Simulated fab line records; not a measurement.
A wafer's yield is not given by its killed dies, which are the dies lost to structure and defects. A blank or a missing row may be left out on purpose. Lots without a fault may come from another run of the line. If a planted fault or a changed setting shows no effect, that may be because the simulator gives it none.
Struck lot and sound lot, side by side ; flow sky130 ; 15 out of 708 route steps
Sound: wafers L516.2, L516.3, L516.4. Struck: wafer L524.4; the same lot's L524.5 was not struck, so it is left out; see the end for the cause.
Per side, at each step with rows, come the tool, then ch with its chambers, and then its first start. Under that, the readings that differ: sound wafers ; struck wafers ; difference of the means ; sigmas: that difference in standard deviations of wafers without a fault.
alike: same words and numbers on both sides, and readings whose means sit less than 2 such deviations apart. not compared: any withheld reading, any reading some wafer has no value for, any bound like >300 that may hide the same value, and any number with overlapping values for which the record gives no deviation.
A row with sigmas, a row that says differs or no value, or rows on one side alone: a step with any of these is where the two part. Non-overlapping numbers with no deviation appear without sigmas and do not part them. A reading that every wafer of one side lacks parts them only if that side has two wafers or more.

SKY_VIA2_ETCH_14: etches BARC in N2/H2, stops on SiO2, time 45.9 s, target depth 60 nm.
  sound on rie diel-01 ch 0,2,3, day 39 16:49; struck on rie diel-02 ch 1, day 42 03:40
reading;sound;struck;difference;sigmas
rf hours counter h (h);4 13 11;19;+10;
  alike: drypump motor current A, oes product au, throttle valve pct
SKY_VIA2_ETCH_15: etches SiO2 in C4F8/O2/Ar, stops on TiN, target depth 546 nm, time 84 s.
  sound on rie diel-01 ch 0,2,3, day 39 16:51; struck on rie diel-02 ch 1, day 42 03:42
reading;sound;struck;difference;sigmas
rf hours counter h (h);4 13 11;19;+10;
  alike: oes product au
then, 4 steps without rows for these wafers: SKY_VIA2_STRIP_16 (strips in O2/N2); SKY_VIA2_STRIP_17 (strips in post etch residue remover, time 1200 s); SKY_VIA2_CLEAN_18 (cleans in IPA, time 180 s); SKY_VIA2_CLEAN_19 (cleans in O3/DIW).
SKY_VIA2_SPUTTER_20: material TiN, target thk 20 nm, time 80 s.
  sound on pvd sputter-03, day 39 17:33; struck on pvd sputter-01, day 42 04:22
reading;sound;struck;difference;sigmas
throttle valve pct (%);29.0 30.9 29.8;32.9;+3.0;+2
then, 1 step without rows for these wafers: SKY_VIA2_CVD_21 (deposits W, target thk 420 nm, time 126.4 s).
SKY_VIA2_RS_MEAS_22: a four-point-probe measurement.
  sound on film metro-04, day 39 17:46; struck on film metro-01, day 42 04:37
  alike: VIA2_W_RS
SKY_VIA2_THK_MEAS_23: measures by xrf.
  sound on film metro-04, day 39 17:52; struck on film metro-01, day 42 04:42
  alike: VIA2_W_THK
SKY_VIA2_CMP_24: polishes, stops on SiO2, t overpolish 20 s, target thk 0 nm.
  sound on cmp-02 ch 0,1,2, day 39 17:55; struck on cmp-02 ch 0, day 42 04:44
reading;sound;struck;difference;sigmas
overpolish run s (s);20.004 19.994 19.996;20.016;+0.018;+2
  alike: motor current A, time to endpoint s
then, 1 step without rows for these wafers: SKY_METAL3_SPUTTER_00 (material Ti, target thk 15 nm, time 10 s).
SKY_METAL3_SPUTTER_01: material TiN, target thk 20 nm, time 16.7 s.
  sound on pvd sputter-02, day 39 18:15; struck on pvd sputter-02, day 42 05:03
reading;sound;struck;difference;sigmas
model.TiN_of_METAL3_SPUTTER_01.thk nm (nm);20.2 20.2 20.31;18.89;-1.35;
  alike: throttle valve pct
SKY_METAL3_SPUTTER_02: material AlCu, target thk 735 nm, time 39.1 s.
  sound on pvd sputter-02, day 39 18:16; struck on pvd sputter-02, day 42 05:05
  alike: throttle valve pct
following that, these wafers have no rows for 1 step: SKY_PAD_OPEN_PROBE_99.

## WHERE THEY PART
Earliest at SKY_VIA2_SPUTTER_20; latest, in this record, at SKY_VIA2_CMP_24. Later steps at which nothing parts them and some readings are alike: SKY_METAL3_SPUTTER_01, SKY_METAL3_SPUTTER_02.

WHY: the cause the simulator had injected
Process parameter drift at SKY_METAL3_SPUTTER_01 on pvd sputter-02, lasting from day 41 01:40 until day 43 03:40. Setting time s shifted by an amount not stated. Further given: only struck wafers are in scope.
